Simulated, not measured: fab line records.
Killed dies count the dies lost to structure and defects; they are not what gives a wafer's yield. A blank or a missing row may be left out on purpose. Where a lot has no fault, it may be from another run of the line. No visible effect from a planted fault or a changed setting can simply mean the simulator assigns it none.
Which tool is to blame? | flow sky130 | Sampling: 6 lots, 18 wafers, 3 of 708 route steps

== WHAT EACH GAUGE READ, for each wafer ==
SKY_CAP2M_THK_MEAS_04: measures by xrf.
lot  | measured     | on            | CAP2M_TIN_THK (nm)
L223 | day 40 10:26 | film_metro-04 | 205.9 205.4 205.6
L225 | day 41 07:32 | film_metro-04 | 207.1 206.3 206.4
L227 | day 42 00:52 | film_metro-02 | 203.1 202.3 202.0
L229 | day 42 02:26 | film_metro-02 | 202.9 204.2 202.3
L234 | day 43 04:56 | film_metro-04 | 209.0 210.0 208.9
L240 | day 45 06:28 | film_metro-02 | 200.6 201.1 203.1

== WHAT TOOL EACH LOT RAN ON (gives the tool, then ch and the chambers of the sampled wafers, and finally the start) ==
lot  | SKY_GATE_OXIDE_OXIDATION_16   | SKY_CAP2M_CVD_00
L223 | furnace-01 ch 0, day 14 03:05 | pecvd-04 ch 0,2, day 40 10:06
L225 | furnace-01 ch 0, day 15 18:10 | pecvd-02 ch 0,1, day 41 07:14
L227 | furnace-02 ch 0, day 16 13:56 | pecvd-02 ch 0,2, day 42 00:33
L229 | furnace-01 ch 0, day 16 17:38 | pecvd-03 ch 0,1, day 42 02:07
L234 | furnace-02 ch 0, day 18 08:38 | pecvd-02 ch 0,1, day 43 04:37
L240 | furnace-01 ch 0, day 20 23:26 | pecvd-03 ch 0,2, day 45 06:08
- SKY_GATE_OXIDE_OXIDATION_16: stabilise 600 s, purge 300 s, target thk 3.57 nm.
- SKY_CAP2M_CVD_00: deposits SiO2, target thk 15.5 nm.

== THE ANSWER, worked out from the rows above alone ==
Rule: the usual values come from the lots themselves. Put in order of their means at a reading, lots are off if they are a third of the lots or fewer, leave a main group of 4 or more, and stand apart from it by a gap of 3 or more times the standard deviation of the main group's means; of several such gaps the widest counts. A main group whose means are all the same, to the digits that the tables above print for the reading, isn't used. Also off: a lot with no number at a reading for which 4 or more lots have one. Where the step has rows for the other lots, those lots are counted as sound.
Across all readings shown, no lot is off: no conclusion can be drawn from this.

== WHAT THE SIMULATOR HAD INSERTED ==
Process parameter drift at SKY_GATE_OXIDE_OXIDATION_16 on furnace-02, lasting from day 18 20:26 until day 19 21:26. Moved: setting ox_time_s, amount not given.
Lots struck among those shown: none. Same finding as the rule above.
